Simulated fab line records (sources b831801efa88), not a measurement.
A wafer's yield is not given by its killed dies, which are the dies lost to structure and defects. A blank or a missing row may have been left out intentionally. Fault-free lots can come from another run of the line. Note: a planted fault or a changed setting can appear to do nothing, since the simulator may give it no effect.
fab line records + flow sky130
record
- lots=5
- wafers=15
- last_day=49
route steps=708 shown GATE_OXIDE@198 POLY_GATE@204 RES_PROTECT@206 PAD_OPEN@708
lots with no fault: from the same line, run without faults
start_h: hours from the record's opening day to when the first of the lot's shown wafers began + wait_h: hours from the lot's prior step to this one + " same as the row above + L1.1+2: one row covering several wafers at once + - either no value or no given start + * or withheld: withheld + < > ~ a bound
route shown NAME@n: names a module that has steps shown in the file, with the first one's number in the route + usual: mean/standard deviation of fault-free wafers + same: alike in all rows + chamber/n: place in a boat + sites: each site's reading + _std_site: their standard deviation + _edge_site: outer sites' mean less inner sites' + radius_mm: how far each site lies from the wafer's centre + mask NAME#n: copy n + behind: the last tool/chamber to shape the wafer + hold: the reason the lot was held/the length of the hold in hours/how it ended + device: names the non-switching transistor (n, p or np) + end of line: the tests these same wafers got at the end of their route + where a step has no rows: the recipe by itself + killed: dies lost to structure and defects at the first sort, not the wafer's yield + map: the dies of a wafer, with x for killed, . for not killed, _ for no die there
set.NAME: the setting that was run; set.NAME@STEP: the one run at that earlier step + model.NAME: the simulator's own value behind a step, which no gauge read
lots at some steps of the route; a table a step, a row a wafer
services: the hour from which a tool's chamber was out of use, counted from the record's first day as start_h (under 0 if before that day), plus the number of hours and why
## steps
# step SKY_GATE_OXIDE_IMPLANT_11
# recipe
- species=B
- energy_kev=10
- dose_cm2=2.6e+12
- tilt_deg=withheld
# step SKY_GATE_OXIDE_WET_ETCH_12
# recipe
- chemistry=dHF
- target_depth_nm=16.8
- dry=n2_spin
- target=SiO2
- dilution=100:1
- temp_c=25
- time_s=336
# step SKY_GATE_OXIDE_STRIP_13
# recipe
- chemistry=O2/N2
- power_w=1400
- pressure_mtorr=1500
- platen_temp_c=withheld
- o2_flow_sccm=3000
- n2_flow_sccm=300
- overash_fraction=0.5
# usual
- drypump_motor_current_A=5.5/0.46
- o2_flow_sccm=3000/9.2
- oes_product_au=0.715/0.0045
- strip_time_to_endpoint_s=14.15/0.044
| lot.wafer | tool            | chamber | start_h | wait_h | drypump_motor_current_A | o2_flow_sccm | oes_product_au | rf_hours_counter_h | strip_time_to_endpoint_s |
|-----------|-----------------|---------|---------|--------|-------------------------|--------------|----------------|--------------------|--------------------------|
| L987.1    | plasma_asher-02 | 1       | 294.21  | 0.0    | 5.1                     | 2990         | 0.708          | 59                 | 14.23                    |
| L987.5    | "               | 1       | "       | "      | 5.1                     | 2995         | 0.716          | -                  | 14.20                    |
| L987.6    | "               | 0       | "       | "      | 5.9                     | 3010         | 0.722          | -                  | 14.19                    |
| L988.1    | plasma_asher-04 | 1       | 309.96  | 0.0    | 6.4                     | 3007         | 0.722          | 51                 | 14.16                    |
| L988.4    | "               | 0       | "       | "      | 5.7                     | 2991         | 0.720          | -                  | 14.10                    |
| L988.5    | "               | 0       | "       | "      | 5.7                     | 3003         | 0.709          | -                  | 14.18                    |
| L999.1    | plasma_asher-01 | 0       | 411.65  | 0.0    | 5.8                     | 3015         | 0.713          | 29                 | 14.19                    |
| L999.4    | "               | 1       | "       | "      | 4.9                     | 2989         | 0.724          | -                  | 14.17                    |
| L999.6    | "               | 0       | "       | "      | 5.8                     | 3000         | 0.718          | -                  | 14.22                    |
| L104.3    | plasma_asher-02 | 0       | 446.69  | 0.0    | 5.8                     | 2992         | 0.720          | -                  | 14.20                    |
| L104.4    | "               | 1       | "       | "      | 5.1                     | 3000         | 0.709          | -                  | 14.16                    |
| L104.6    | "               | 1       | "       | "      | 5.1                     | 2995         | 0.715          | -                  | 14.15                    |
| L106.1    | plasma_asher-01 | 0       | 471.11  | 0.0    | 5.8                     | 3011         | 0.716          | 37                 | 14.15                    |
| L106.3    | "               | 0       | "       | "      | 5.8                     | 3000         | 0.717          | -                  | 14.13                    |
| L106.4    | "               | 1       | "       | "      | 4.9                     | 2989         | 0.723          | -                  | 14.09                    |
# step SKY_GATE_OXIDE_TW_MEAS_14
# usual
- GATE_OXIDE_TW=224.9/1.1
| lot.wafer | tool          | chamber | start_h | wait_h | GATE_OXIDE_TW |
|-----------|---------------|---------|---------|--------|---------------|
| L987.1    | film_metro-04 | -       | 294.31  | 0.1    | 224.0         |
| L987.5    | "             | -       | "       | "      | 223.0         |
| L987.6    | "             | -       | "       | "      | 223.8         |
| L988.1    | film_metro-01 | -       | 310.06  | 0.1    | 224.3         |
| L988.4    | "             | -       | "       | "      | 223.6         |
| L988.5    | "             | -       | "       | "      | 224.5         |
| L999.1    | film_metro-01 | -       | 411.75  | 0.1    | 226.4         |
| L999.4    | "             | -       | "       | "      | 225.6         |
| L999.6    | "             | -       | "       | "      | 226.2         |
| L104.3    | film_metro-04 | -       | 446.78  | 0.1    | 223.8         |
| L104.4    | "             | -       | "       | "      | 223.6         |
| L104.6    | "             | -       | "       | "      | 223.9         |
| L106.1    | film_metro-03 | -       | 471.21  | 0.1    | 227.4         |
| L106.3    | "             | -       | "       | "      | 226.6         |
| L106.4    | "             | -       | "       | "      | 225.9         |
# step SKY_GATE_OXIDE_CLEAN_15
# recipe
- chemistry=SC1/SC2
- mix=1:4:20
- temp_c=70
- time_s=150
- dry=n2_spin
# step SKY_GATE_OXIDE_OXIDATION_16
# recipe
- temp_c=800
- ambient=O2
- idle_temp_c=700
- ramp_up_c_per_min=10
- ramp_down_c_per_min=3
- stabilise_s=600
- purge_s=300
- target_thk_a=35.7
- ox_time_s=1915
# step SKY_POLY_GATE_CVD_00
# recipe
- material=poly-Si
- target_thk_nm=180
- temp_c=620
- time_s=720
- pressure_mtorr=200
# step SKY_POLY_GATE_THK_MEAS_01
# recipe
- reads=poly-Si_of_POLY_GATE_CVD_00
# usual
- POLY_GATE_CVD_00_THK=179.7/1.9
| lot.wafer | tool          | chamber | start_h | wait_h | POLY_GATE_CVD_00_THK[nm] |
|-----------|---------------|---------|---------|--------|--------------------------|
| L987.1    | film_metro-02 | -       | 297.15  | 0.0    | 177.8                    |
| L987.5    | "             | -       | "       | "      | 178.7                    |
| L987.6    | "             | -       | "       | "      | 179.2                    |
| L988.1    | film_metro-03 | -       | 314.82  | 0.0    | 182.1                    |
| L988.4    | "             | -       | "       | "      | 181.7                    |
| L988.5    | "             | -       | "       | "      | 180.7                    |
| L999.1    | film_metro-03 | -       | 416.17  | 0.0    | 179.6                    |
| L999.4    | "             | -       | "       | "      | 178.8                    |
| L999.6    | "             | -       | "       | "      | 179.8                    |
| L104.3    | film_metro-04 | -       | 452.81  | 0.0    | 175.6                    |
| L104.4    | "             | -       | "       | "      | 176.9                    |
| L104.6    | "             | -       | "       | "      | 178.5                    |
| L106.1    | film_metro-04 | -       | 474.05  | 0.0    | 179.6                    |
| L106.3    | "             | -       | "       | "      | 177.7                    |
| L106.4    | "             | -       | "       | "      | 178.6                    |
# step SKY_RES_PROTECT_DEHYDRATE_00
# recipe
- temp_c=200
- time_s=60
# step SKY_RES_PROTECT_HMDS_01
# recipe
- prime_time_s=60
- prime_temp_c=120
# step SKY_RES_PROTECT_COAT_02
# recipe
- resist=NOVOLAK
- spin_rpm=3000
- resist_thk_nm=1140
# step SKY_RES_PROTECT_SOFTBAKE_03
# recipe
- temp_c=90
- time_s=60
- resist=NOVOLAK
# step SKY_RES_PROTECT_EXPOSE_04
# recipe
- mask_id=RPM
- na=0.6
- source_shape=conventional
- sigma_outer=0.6
- polarization=unpolarized
- target_cd_nm=1270
- dose_mj=131
# usual
- focus_offset_nm=0.0/0.54
| lot.wafer | tool             | chamber | start_h | wait_h | mask  | focus_offset_nm |
|-----------|------------------|---------|---------|--------|-------|-----------------|
| L987.1    | iline_stepper-02 | 0       | 309.37  | -      | RPM#0 | -0.1            |
| L987.5    | "                | 0       | "       | "      | RPM#0 | -0.3            |
| L987.6    | "                | 0       | "       | "      | RPM#0 | 0.4             |
| L988.1    | iline_stepper-01 | 0       | 328.07  | -      | RPM#0 | -0.4            |
| L988.4    | "                | 0       | "       | "      | RPM#0 | -1.2            |
| L988.5    | "                | 0       | "       | "      | RPM#0 | -0.6            |
| L999.1    | iline_stepper-01 | 0       | 431.07  | -      | NTM#0 | 0.0             |
| L999.4    | "                | 0       | "       | "      | NTM#0 | -0.2            |
| L999.6    | "                | 0       | "       | "      | NTM#0 | -0.1            |
| L104.3    | iline_stepper-02 | 0       | 468.12  | -      | RPM#0 | 0.1             |
| L104.4    | "                | 0       | "       | "      | RPM#0 | 0.2             |
| L104.6    | "                | 0       | "       | "      | RPM#0 | 0.2             |
| L106.1    | iline_stepper-01 | 0       | 489.32  | -      | RPM#0 | -0.4            |
| L106.3    | "                | 0       | "       | "      | RPM#0 | -0.4            |
| L106.4    | "                | 0       | "       | "      | RPM#0 | 0.8             |
# step SKY_RES_PROTECT_PEB_05
# recipe
- temp_c=withheld
- time_s=*
- resist=NOVOLAK
# step SKY_RES_PROTECT_DEVELOP_06
# recipe
- resist=NOVOLAK
- developer=TMAH
- develop_time_s=60
- dev_temp_c=23
# step SKY_POLY_GATE_IMPLANT_02
# recipe
- species=P
- energy_kev=30
- dose_cm2=7.7e+15
- tilt_deg=0
# step SKY_RES_PROTECT_STRIP_07
# recipe
- chemistry=O2/N2
- power_w=1400
- pressure_mtorr=1500
- platen_temp_c=withheld
- o2_flow_sccm=3000
- n2_flow_sccm=300
- overash_fraction=0.5
# usual
- drypump_motor_current_A=5.8/0.51
- o2_flow_sccm=2999/8.3
- oes_product_au=0.518/0.0045
- strip_time_to_endpoint_s=23.27/0.053
| lot.wafer | tool            | chamber | start_h | wait_h | drypump_motor_current_A | o2_flow_sccm | oes_product_au | rf_hours_counter_h | strip_time_to_endpoint_s |
|-----------|-----------------|---------|---------|--------|-------------------------|--------------|----------------|--------------------|--------------------------|
| L987.1    | plasma_asher-04 | 1       | 322.81  | 0.1    | 6.4                     | 2995         | 0.520          | 52                 | 23.24                    |
| L987.5    | "               | 1       | "       | "      | 6.4                     | 3003         | 0.519          | -                  | 23.24                    |
| L987.6    | "               | 0       | "       | "      | 5.8                     | 2998         | 0.515          | -                  | 23.25                    |
| L988.1    | plasma_asher-04 | 0       | 341.62  | 0.1    | 5.8                     | 2987         | 0.520          | 55                 | 23.34                    |
| L988.4    | "               | 1       | "       | "      | 6.4                     | 3010         | 0.514          | -                  | 23.30                    |
| L988.5    | "               | 0       | "       | "      | 5.8                     | 2998         | 0.510          | -                  | 23.32                    |
| L999.1    | plasma_asher-01 | 0       | 446.62  | 0.1    | 5.8                     | 2987         | 0.524          | 34                 | 23.25                    |
| L999.4    | "               | 0       | "       | "      | 5.8                     | 3000         | 0.526          | -                  | 23.24                    |
| L999.6    | "               | 1       | "       | "      | 4.9                     | 2995         | 0.520          | -                  | 23.26                    |
| L104.3    | plasma_asher-03 | 0       | 483.54  | 0.1    | 6.2                     | 2994         | 0.518          | -                  | 23.31                    |
| L104.4    | "               | 1       | "       | "      | 6.2                     | 3010         | 0.515          | -                  | 23.35                    |
| L104.6    | "               | 1       | "       | "      | 6.2                     | 3008         | 0.521          | -                  | 23.32                    |
| L106.1    | plasma_asher-04 | 1       | 504.02  | 0.1    | 6.4                     | 3007         | 0.524          | 64                 | 23.24                    |
| L106.3    | "               | 0       | "       | "      | 5.8                     | 2996         | 0.526          | -                  | 23.28                    |
| L106.4    | "               | 1       | "       | "      | 6.4                     | 3009         | 0.514          | -                  | 23.29                    |
# step SKY_RES_PROTECT_TW_MEAS_08
# usual
- POLY_GATE_TW=4050/20
| lot.wafer | tool          | chamber | start_h | wait_h | POLY_GATE_TW |
|-----------|---------------|---------|---------|--------|--------------|
| L987.1    | film_metro-04 | -       | 322.91  | 0.1    | 4033         |
| L987.5    | "             | -       | "       | "      | 4041         |
| L987.6    | "             | -       | "       | "      | 4023         |
| L988.1    | film_metro-01 | -       | 341.72  | 0.1    | 4047         |
| L988.4    | "             | -       | "       | "      | 4032         |
| L988.5    | "             | -       | "       | "      | 4047         |
| L999.1    | film_metro-01 | -       | 446.72  | 0.1    | 30           |
| L999.4    | "             | -       | "       | "      | 30           |
| L999.6    | "             | -       | "       | "      | 30           |
| L104.3    | film_metro-04 | -       | 483.63  | 0.1    | 4086         |
| L104.4    | "             | -       | "       | "      | 4085         |
| L104.6    | "             | -       | "       | "      | 4115         |
| L106.1    | film_metro-02 | -       | 504.12  | 0.1    | 4065         |
| L106.3    | "             | -       | "       | "      | 4071         |
| L106.4    | "             | -       | "       | "      | 4053         |
# step SKY_RES_PROTECT_CLEAN_09
# recipe
- chemistry=SC1/SC2
- mix=1:4:20
- temp_c=70
- time_s=150
- dry=n2_spin
# step SKY_PAD_OPEN_PROBE_99
# usual
- killed_at_M0_to_M3=43/7
- killed_at_M4_up=3.0/1.9
- killed_at_contacts=24/4.6
- killed_at_front_end=15/4.1
- killed_at_other=0.3/0.52
- killed_dies=84/9.7
- killed_open=46/6.9
- killed_short=38/6.8
# same
- gross_dies=492
- killed_at_back_side=0
| lot.wafer | tool      | chamber | start_h | wait_h | killed_at_M0_to_M3 | killed_at_M4_up | killed_at_contacts | killed_at_front_end | killed_at_other | killed_dies | killed_open | killed_short |
|-----------|-----------|---------|---------|--------|--------------------|-----------------|--------------------|---------------------|-----------------|-------------|-------------|--------------|
| L987.1    | prober-01 | -       | 1066.08 | 0.1    | 37                 | 1               | 25                 | 22                  | 0               | 85          | 46          | 39           |
| L987.5    | prober-01 | -       | 1066.28 | 0.2    | 44                 | 1               | 23                 | 12                  | 0               | 80          | 41          | 38           |
| L987.6    | prober-01 | -       | 1066.33 | 0.2    | 40                 | 3               | 29                 | 17                  | 0               | 89          | 54          | 35           |
| L988.1    | prober-02 | -       | 1075.81 | 0.1    | 38                 | 2               | 25                 | 19                  | 0               | 84          | 53          | 30           |
| L988.4    | prober-02 | -       | 1075.96 | 0.2    | 32                 | 2               | 19                 | 18                  | 1               | 72          | 42          | 27           |
| L988.5    | prober-02 | -       | 1076.01 | 0.2    | 38                 | 4               | 27                 | 14                  | 0               | 83          | 50          | 32           |
| L999.1    | prober-02 | -       | 1145.68 | 0.1    | 43                 | 2               | 26                 | 13                  | 2               | 86          | 40          | 44           |
| L999.4    | prober-02 | -       | 1145.83 | 0.2    | 50                 | 5               | 28                 | 20                  | 2               | 105         | 50          | 51           |
| L999.6    | prober-02 | -       | 1145.93 | 0.2    | 43                 | 1               | 24                 | 19                  | 1               | 88          | 53          | 34           |
| L104.3    | prober-01 | -       | 1169.38 | 0.2    | 39                 | 4               | 21                 | 19                  | 1               | 84          | 45          | 39           |
| L104.4    | prober-01 | -       | 1169.43 | 0.2    | 37                 | 2               | 30                 | 9                   | 0               | 78          | 42          | 36           |
| L104.6    | prober-01 | -       | 1169.53 | 0.2    | 41                 | 1               | 23                 | 12                  | 0               | 77          | 45          | 31           |
| L106.1    | prober-01 | -       | 1178.71 | 0.1    | 34                 | 2               | 22                 | 14                  | 0               | 72          | 37          | 34           |
| L106.3    | prober-01 | -       | 1178.81 | 0.2    | 43                 | 5               | 28                 | 10                  | 0               | 86          | 45          | 39           |
| L106.4    | prober-01 | -       | 1178.86 | 0.2    | 34                 | 2               | 23                 | 16                  | 1               | 76          | 48          | 26           |
# killed by level:class
L987.1 VIA1:geometric_particle:open=11 CONTACT:geometric_particle:open=9 CONTACT:geometric_particle:short=7 VIA1:geometric_particle:short=7 LI_CONTACT:geometric_particle:open=6 VIA3:geometric_particle:open=6 FIELD_ISO:geometric_particle:short=5 POLY_GATE:geometric_particle:short=4
L987.5 VIA1:geometric_particle:open=16 POLY_GATE:geometric_particle:short=6 LOCAL_INTERCONNECT:geometric_particle:short=6 CONTACT:geometric_particle:open=6 METAL1:geometric_particle:short=6 CONTACT:geometric_particle:short=5 VIA2:geometric_particle:open=5 VIA3:geometric_particle:open=5
L987.6 CONTACT:geometric_particle:open=11 LI_CONTACT:geometric_particle:open=9 VIA1:geometric_particle:open=9 METAL2:geometric_particle:short=7 VIA2:geometric_particle:open=5 LOCAL_INTERCONNECT:geometric_particle:short=5 VIA3:geometric_particle:open=5 POLY_GATE:geometric_particle:open=4
L988.1 VIA1:geometric_particle:open=12 LI_CONTACT:geometric_particle:open=9 VIA3:geometric_particle:open=7 CONTACT:geometric_particle:short=6 VIA2:geometric_particle:open=6 POLY_GATE:geometric_particle:open=5 CONTACT:geometric_particle:open=5 FIELD_ISO:geometric_particle:short=4
L988.4 CONTACT:geometric_particle:open=7 FIELD_ISO:geometric_particle:open=6 LI_CONTACT:geometric_particle:open=6 METAL1:geometric_particle:short=6 VIA1:geometric_particle:open=5 VIA3:geometric_particle:open=4 METAL2:geometric_particle:open=4 FIELD_ISO:geometric_particle:short=3
L988.5 VIA1:geometric_particle:open=11 CONTACT:geometric_particle:open=9 LI_CONTACT:geometric_particle:open=8 METAL2:geometric_particle:short=8 VIA3:geometric_particle:open=6 CONTACT:geometric_particle:short=5 FIELD_ISO:geometric_particle:short=4 POLY_GATE:geometric_particle:open=4
L999.1 VIA2:geometric_particle:open=8 LI_CONTACT:geometric_particle:open=7 VIA1:geometric_particle:short=7 VIA1:geometric_particle:open=7 CONTACT:geometric_particle:open=6 METAL2:geometric_particle:short=6 POLY_GATE:geometric_particle:short=5 LOCAL_INTERCONNECT:geometric_particle:short=4
L999.4 VIA1:geometric_particle:open=12 LOCAL_INTERCONNECT:geometric_particle:short=9 METAL1:geometric_particle:short=9 VIA3:geometric_particle:open=8 CONTACT:geometric_particle:open=6 POLY_GATE:geometric_particle:short=5 VIA2:geometric_particle:open=5 METAL2:geometric_particle:short=5
L999.6 CONTACT:geometric_particle:open=10 VIA1:geometric_particle:open=10 FIELD_ISO:geometric_particle:open=8 METAL2:geometric_particle:short=6 LI_CONTACT:geometric_particle:open=5 LOCAL_INTERCONNECT:geometric_particle:short=5 VIA2:geometric_particle:open=5 VIA3:geometric_particle:open=5
L104.3 VIA1:geometric_particle:open=11 CONTACT:geometric_particle:open=7 FIELD_ISO:geometric_particle:short=6 LOCAL_INTERCONNECT:geometric_particle:short=5 METAL1:geometric_particle:open=5 VIA3:geometric_particle:open=5 FIELD_ISO:geometric_particle:open=4 CONTACT:geometric_particle:short=4
L104.4 CONTACT:geometric_particle:open=13 CONTACT:geometric_particle:short=7 VIA1:geometric_particle:open=7 VIA3:geometric_particle:open=7 LOCAL_INTERCONNECT:geometric_particle:short=6 METAL1:geometric_particle:short=4 VIA2:geometric_particle:open=4 LI_CONTACT:geometric_particle:open=3
L104.6 CONTACT:geometric_particle:open=10 VIA1:geometric_particle:open=9 VIA3:geometric_particle:open=6 METAL1:geometric_particle:short=6 LI_CONTACT:geometric_particle:open=5 METAL2:geometric_particle:short=5 POLY_GATE:geometric_particle:short=4 CONTACT:geometric_particle:short=4
L106.1 LI_CONTACT:geometric_particle:open=7 VIA3:geometric_particle:open=6 CONTACT:geometric_particle:open=5 METAL1:geometric_particle:short=5 POLY_GATE:geometric_particle:open=4 CONTACT:geometric_particle:short=4 METAL2:geometric_particle:short=4 VIA1:geometric_particle:open=4
L106.3 CONTACT:geometric_particle:open=8 VIA2:geometric_particle:open=8 LI_CONTACT:geometric_particle:open=7 LOCAL_INTERCONNECT:geometric_particle:short=6 VIA3:geometric_particle:open=6 METAL3:geometric_particle:short=6 CONTACT:geometric_particle:short=5 VIA1:geometric_particle:open=5
L106.4 CONTACT:geometric_particle:open=9 VIA1:geometric_particle:open=9 VIA3:geometric_particle:open=9 LI_CONTACT:geometric_particle:open=6 METAL1:geometric_particle:short=6 FIELD_ISO:geometric_particle:open=5 VIA2:geometric_particle:open=5 SPACER:geometric_particle:short=4
## services
| tool             | chamber | start_h | hours | kind        |
|------------------|---------|---------|-------|-------------|
| plasma_asher-02  | -       | 317.14  | 23.7  | repair      |
| plasma_asher-01  | -       | 336.10  | 2.2   | repair      |
| plasma_asher-03  | -       | 347.84  | 1.4   | repair      |
| iline_stepper-01 | -       | 351.91  | 1.5   | repair      |
| iline_stepper-01 | -       | 366.17  | 2.6   | repair      |
| iline_stepper-01 | 0       | 376.98  | -     | calibration |
| iline_stepper-02 | -       | 398.29  | 1.7   | pm          |
| plasma_asher-04  | -       | 405.11  | 67.0  | repair      |
| iline_stepper-02 | 0       | 415.04  | -     | calibration |
| plasma_asher-02  | -       | 421.25  | 9.0   | pm          |
| plasma_asher-02  | 0       | 421.25  | 9.0   | vent_cycle  |
| plasma_asher-02  | 1       | 421.25  | 9.0   | vent_cycle  |
| plasma_asher-02  | 0       | 430.25  | -     | clean       |
| plasma_asher-02  | 1       | 430.25  | -     | clean       |
| iline_stepper-01 | -       | 432.33  | 1.7   | pm          |
| plasma_asher-04  | -       | 461.91  | 2.1   | repair      |
| plasma_asher-02  | -       | 496.16  | 26.5  | repair      |
## key
first_sign
- step=SKY_RES_PROTECT_EXPOSE_04
- reading=mask
- direction=changed
effect
- step=SKY_RES_PROTECT_TW_MEAS_08
- reading=POLY_GATE_TW
- direction=down
- sigmas=99+
- usual=4050
- struck=30
met_at SKY_RES_PROTECT_EXPOSE_04
struck_wafers L999.1,L999.4,L999.6
tester_left_out L999
onset_between 328.07 431.07
fault
- kind=wrong_mask
- tool=any
- chamber=-
- onset_h=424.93
- steps=SKY_RES_PROTECT_EXPOSE_04
- aux_copy=NTM#0
- scope=struck_lots_only
# tester_left_out: of these lots the tester's yield and bins aren't shown, on N5 and GAA mostly nor the transistor test; their killed dies are dies lost to structure and defects alone, not to doping, threshold or leakage, so they don't give the yield
